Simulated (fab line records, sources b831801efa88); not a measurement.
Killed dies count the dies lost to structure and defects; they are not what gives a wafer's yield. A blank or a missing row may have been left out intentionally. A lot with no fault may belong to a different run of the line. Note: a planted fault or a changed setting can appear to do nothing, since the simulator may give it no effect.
A struck lot beside a sound one / flow sfq-line / 26 steps out of a route of 325
Sound: wafers L504.2, L504.3, L504.4. Struck: wafers L496.2, L496.4, L496.6. Last of all comes the cause.
At each step with rows: each side's tool, then ch and its chambers, then its first start. Under that, the readings that differ: sound wafers / struck wafers / difference of the means / sigmas: that difference in standard deviations of wafers without a fault.
alike: readings with means less than 2 such deviations apart, plus words and numbers identical on both sides. not compared: withheld readings, readings lacking a value on some wafer, bounds such as >300 that could conceal the same value, and numbers that have no deviation in the record and whose values overlap.
The two part at a step that has a row with sigmas, a row that says differs or no value, or rows on one side only. Non-overlapping numbers with no deviation appear without sigmas and do not part them. A reading that every wafer of one side lacks parts them only if that side has two wafers or more.

SFQ_L0_RS_MEAS_901: uses a four-point probe to measure.
  sound: film-metro-04 at day 5 01:35; struck: film-metro-01 at day 3 09:35
  alike: L0_MONX_KI_RS
SFQ_L0_THK_MEAS_902: measures by xrf.
  sound: film-metro-04 at day 5 01:41; struck: film-metro-01 at day 3 09:41
  alike: L0_MONX_KI_THK
then, 6 steps without rows for these wafers: SFQ_TRILAYER_L0_LITHO_COAT_010 (resist thk 62 nm); SFQ_TRILAYER_L0_LITHO_COAT_005 (resist thk 600 nm); SFQ_TRILAYER_L0_LITHO_SOFTBAKE_009; SFQ_TRILAYER_L0_LITHO_EXPOSE_006 (exposes mask L0, target cd 2000 nm); SFQ_TRILAYER_L0_LITHO_PEB_008 (peb time 60 s); SFQ_TRILAYER_L0_LITHO_DEVELOP_007 (time 60 s).
-- the record jumps here: 3 days lie between the struck wafers' starts before and after --
SFQ_TRILAYER_L0_BARC_OPEN_METAL_ETCH_010: etches BARC in O2, target depth 125 nm, time 41.7 s.
  sound on rie-metal-01 ch 0,1, day 8 20:08; struck on rie-metal-01 ch 0,1, day 6 10:18
  alike: bias-w, drypump-motor-current-A, oes-product-au
  not compared: rf-hours-counter-h
SFQ_TRILAYER_L0_ETCH_METAL_ETCH_008: etches MoNx KI in SF6/O2, stops on SiO2, target depth 50 nm, time 25 s.
  sound on rie-metal-01 ch 0,1, day 8 20:11; struck on rie-metal-01 ch 0,1, day 6 10:22
  alike: bias-w, drypump-motor-current-A, oes-product-au
  not compared: rf-hours-counter-h
SFQ_TRILAYER_L0_STRIP_STRIP_009: strips in O2.
  sound on rie-metal-01 ch 0,1, day 8 20:14; struck on rie-metal-01 ch 0,1, day 6 10:24
  alike: drypump-motor-current-A, oes-product-au, platen-temp-c
  not compared: rf-hours-counter-h
then, 1 step without rows for these wafers: SFQ_TRILAYER_L0_STRIP_SOLV_CLEAN_010 (cleans in NMP, time 600 s).
SFQ_TRILAYER_L0_CAP_PECVD_011: deposits SiO2 from SiH4/N2O, time 13.333 s, target thk 60 nm.
  sound on pecvd-03 ch 1,2, day 8 21:01; struck on pecvd-01 ch 0,2, day 6 11:11
reading=model.SiO2_of_TRILAYER_L0_CAP_PECVD_011.thk-nm (nm); sound=60.02 60.22 61.27; struck=56.93 58.21 57.42; difference=-2.98; sigmas=
  alike: heater-power-w, susceptor-temp-C, throttle-valve-pct
then, 6 steps without rows for these wafers: SFQ_TRILAYER_L0_VIA_LITHO_COAT_018 (resist thk 62 nm); SFQ_TRILAYER_L0_VIA_LITHO_COAT_013 (resist thk 650 nm); SFQ_TRILAYER_L0_VIA_LITHO_SOFTBAKE_017; SFQ_TRILAYER_L0_VIA_LITHO_EXPOSE_014 (exposes mask L0V, target cd 700 nm); SFQ_TRILAYER_L0_VIA_LITHO_PEB_016 (peb time 60 s); SFQ_TRILAYER_L0_VIA_LITHO_DEVELOP_015 (time 60 s).
-- the record jumps here: 4 days lie between the struck wafers' starts before and after --
SFQ_L0V_OVL_MEAS_903:
  sound: overlay-01 at day 13 00:14; struck: overlay-01 at day 10 10:32
  alike: L0V_OVL
SFQ_TRILAYER_L0_VIA_BARC_OPEN_VIA_ETCH_021: etches BARC in O2, target depth 125 nm, time 41.7 s.
  sound on rie-diel-01 ch 1,2,3, day 13 00:16; struck on rie-diel-02 ch 0,2, day 10 10:34
  alike: bias-w, drypump-motor-current-A, oes-product-au
  not compared: rf-hours-counter-h
SFQ_TRILAYER_L0_VIA_ETCH_VIA_ETCH_016: etches SiO2 in CHF3, stops on MoNx KI, target depth 80 nm.
  sound on rie-diel-01 ch 1,2,3, day 13 00:18; struck on rie-diel-02 ch 0,2, day 10 10:36
reading=oes-product-au (a.u.); sound=0.842 0.841 0.850; struck=0.814 0.833 0.819; difference=-0.022; sigmas=-3
reading=model.L0V.feature-depth-nm (nm); sound=60.02 60.22 61.27; struck=56.93 58.21 57.42; difference=-2.98; sigmas=
reading=model.etch.depth-nm (nm); sound=60.02 60.22 61.27; struck=56.93 58.21 57.42; difference=-2.98; sigmas=
  alike: bias-w, drypump-motor-current-A
SFQ_TRILAYER_L0_VIA_STRIP_STRIP_017: strips in O2.
  sound on rie-metal-04 ch 0,1, day 13 00:21; struck on rie-metal-04 ch 0,1, day 10 10:39
  alike: drypump-motor-current-A, oes-product-au, platen-temp-c
  not compared: rf-hours-counter-h
then, 1 step without rows for these wafers: SFQ_TRILAYER_L0_VIA_STRIP_SOLV_CLEAN_018 (cleans in NMP, time 600 s).
SFQ_TRILAYER_M0_DEP_PRE_CLEAN_020: time 15 s.
  sound: pvd-sputter-04 at day 13 01:19; struck: pvd-sputter-04 at day 10 11:25
reading=model.SiO2_of_TRILAYER_L0_CAP_PECVD_011.thk-nm (nm); sound=55.02 55.22 56.27; struck=51.93 53.21 52.42; difference=-2.98; sigmas=
then, 1 step without rows for these wafers: SFQ_TRILAYER_M0_DEP_SPUTTER_019 (material Nb, target thk 200 nm, time 133.3 s).

## WHERE THEY PART
Within this record, at SFQ_TRILAYER_L0_VIA_ETCH_VIA_ETCH_016 only. Later steps at which nothing parts them and some readings are alike: SFQ_TRILAYER_L0_VIA_STRIP_STRIP_017.

WHY: whatever the simulator had introduced
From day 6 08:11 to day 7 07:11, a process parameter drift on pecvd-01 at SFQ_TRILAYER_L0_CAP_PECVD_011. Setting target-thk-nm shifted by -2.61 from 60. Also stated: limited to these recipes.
